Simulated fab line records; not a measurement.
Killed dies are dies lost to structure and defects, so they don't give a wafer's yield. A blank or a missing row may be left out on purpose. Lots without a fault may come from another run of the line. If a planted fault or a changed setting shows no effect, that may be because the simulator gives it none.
Comparing a struck lot with a sound one -- flow sky130 -- 16 out of 708 route steps
Sound: these wafers, L467.2, L467.4, L467.5. Wafers struck: L473.2, L473.4, L473.6. Last of all comes the cause.
Order at every step that has rows: each side's tool, ch and its chambers, its first start. Under that, the readings that differ: sound wafers -- struck wafers -- difference of the means -- sigmas: that difference in standard deviations of wafers without a fault.
alike: words and numbers the same on both sides, and readings whose means are apart by under 2 such deviations; not compared: readings that were withheld, readings missing a value for some wafer, numbers with overlapping values and no deviation given by the record, and bounds like >300 which may hide the same value.
A row with sigmas, a row that says differs or no value, or rows on one side alone: a step with any of these is where the two part. Numbers that don't overlap but have no deviation are shown without sigmas and don't part them. Lack of a reading on every wafer of one side parts them only where that side has two or more wafers.

first, 8 steps without rows for these wafers: SKY_POLY_GATE_DEHYDRATE_05 (time 60 s); SKY_POLY_GATE_HMDS_06 (prime time 60 s); SKY_POLY_GATE_COAT_07 (resist thk 110 nm); SKY_POLY_GATE_COAT_08 (resist thk 450 nm); SKY_POLY_GATE_SOFTBAKE_09 (time 90 s); SKY_POLY_GATE_EXPOSE_10 (exposes mask P1M, target cd 150 nm); SKY_POLY_GATE_PEB_11; SKY_POLY_GATE_DEVELOP_12 (develop time 60 s).
SKY_POLY_GATE_CD_MEAS_13: the cd target is 150 nm.
  sound on cd sem-02, day 17 10:38; struck on cd sem-01, day 19 17:44
  alike: cd nm
SKY_POLY_GATE_OVL_MEAS_14:
  sound on overlay-02, day 17 10:45; struck on overlay-01, day 19 17:51
  alike: POLY_GATE_OVL
SKY_POLY_GATE_ETCH_15: etches BARC in N2/H2, stops on SiO2, time 118.5 s, target depth 110 nm.
  sound on rie diel-03 ch 2,3, day 17 10:47; struck on rie diel-03 ch 0,2, day 19 17:53
  alike: drypump motor current A, oes product au, throttle valve pct
  not compared: rf hours counter h
SKY_POLY_GATE_ETCH_16: etches Si3N4 in CH3F/O2, stops on poly-Si, time 147.5 s, target depth 75 nm.
  sound on rie diel-03 ch 2,3, day 17 10:52; struck on rie diel-03 ch 0,2, day 19 17:58
  alike: drypump motor current A, oes product au, throttle valve pct
  not compared: rf hours counter h
SKY_POLY_GATE_ETCH_17: etches poly-Si in HBr/Cl2, stops on SiO2, target depth 180 nm, time 70.5 s.
  sound on rie si-01 ch 2,3, day 17 10:58; struck on rie si-01 ch 0,2, day 19 18:04
reading,sound,struck,difference,sigmas
model.KrF-thick_of_POLY_GATE_COAT_08.thk nm (nm),143.6 141 138.9,69.5 75.25 69.88,-69.6,
model.SiO2_of_SONOS_ONO_CVD_04.thk nm (nm),4.181 4.209 4.223,2.064 2.032 2.054,-2.154,
  alike: drypump motor current A, he backside leak sccm, mfc cl2 sccm, oes product au, throttle valve pct
  not compared: rf hours counter h
SKY_POLY_GATE_STRIP_18: strips in O2/N2.
  sound on plasma asher-04 ch 0,1, day 17 11:01; struck on plasma asher-02 ch 0,1, day 19 18:07
reading,sound,struck,difference,sigmas
oes product au (a.u.),0.364 0.356 0.360,0.338 0.333 0.323,-0.029,-6
strip time to endpoint s (s),3.20 3.18 3.16,2.39 2.46 2.40,-0.76,-24
  alike: drypump motor current A
  not compared: rf hours counter h
then, 1 step without rows for these wafers: SKY_POLY_GATE_CLEAN_19 (cleans in SC1/SC2, time 150 s).
-- the record jumps here: 28 days lie between the struck wafers' starts before and after (it left off in module POLY_GATE and takes up again in module PAD_OPEN, whose first step shown is number 708 of the route) --
SKY_PAD_OPEN_PROBE_99:
  sound on prober-02, day 46 10:53; struck on prober-02, day 47 23:51
reading,sound,struck,difference,sigmas
model.etest.tip p.rs ohm sq,6702 6758 6744,9161 8394 8982,+2111,
model.etest.tip sonos.rs ohm sq,2610 2610 2610,2189 2234 2249,-386,
model.etest.pfet_01v8.r on ohm um,2768 2842 2810,2704 2650 2664,-134,
model.etest.nfet_01v8_lvt.drive ua um,608.1 599.1 604.8,658.2 649.4 654.9,+50.2,
model.etest.nfet_01v8.drive ua um,540.2 531 537.4,593.8 569.2 579.5,+44.6,
model.etest.nfet_01v8_swapped.drive ua um,541.7 528.1 539.4,592.9 575.5 579.9,+46.4,
model.etest.nfet_01v8_turned.drive ua um,542.2 530.5 535.6,589.2 572.3 578.7,+44.0,
model.etest.sram nfet pass.drive ua um,525.8 508.6 519.9,585.5 555 544.5,+43.6,
  alike: killed_at_M0_to_M3, killed_at_M4_up, killed at contacts, killed at front end, killed at other, killed dies, killed open, killed short

WHERE THEY PART
Only at SKY_POLY_GATE_STRIP_18, within this record. Later steps at which nothing parts them and some readings are alike: SKY_PAD_OPEN_PROBE_99.

WHY: whatever the simulator had introduced
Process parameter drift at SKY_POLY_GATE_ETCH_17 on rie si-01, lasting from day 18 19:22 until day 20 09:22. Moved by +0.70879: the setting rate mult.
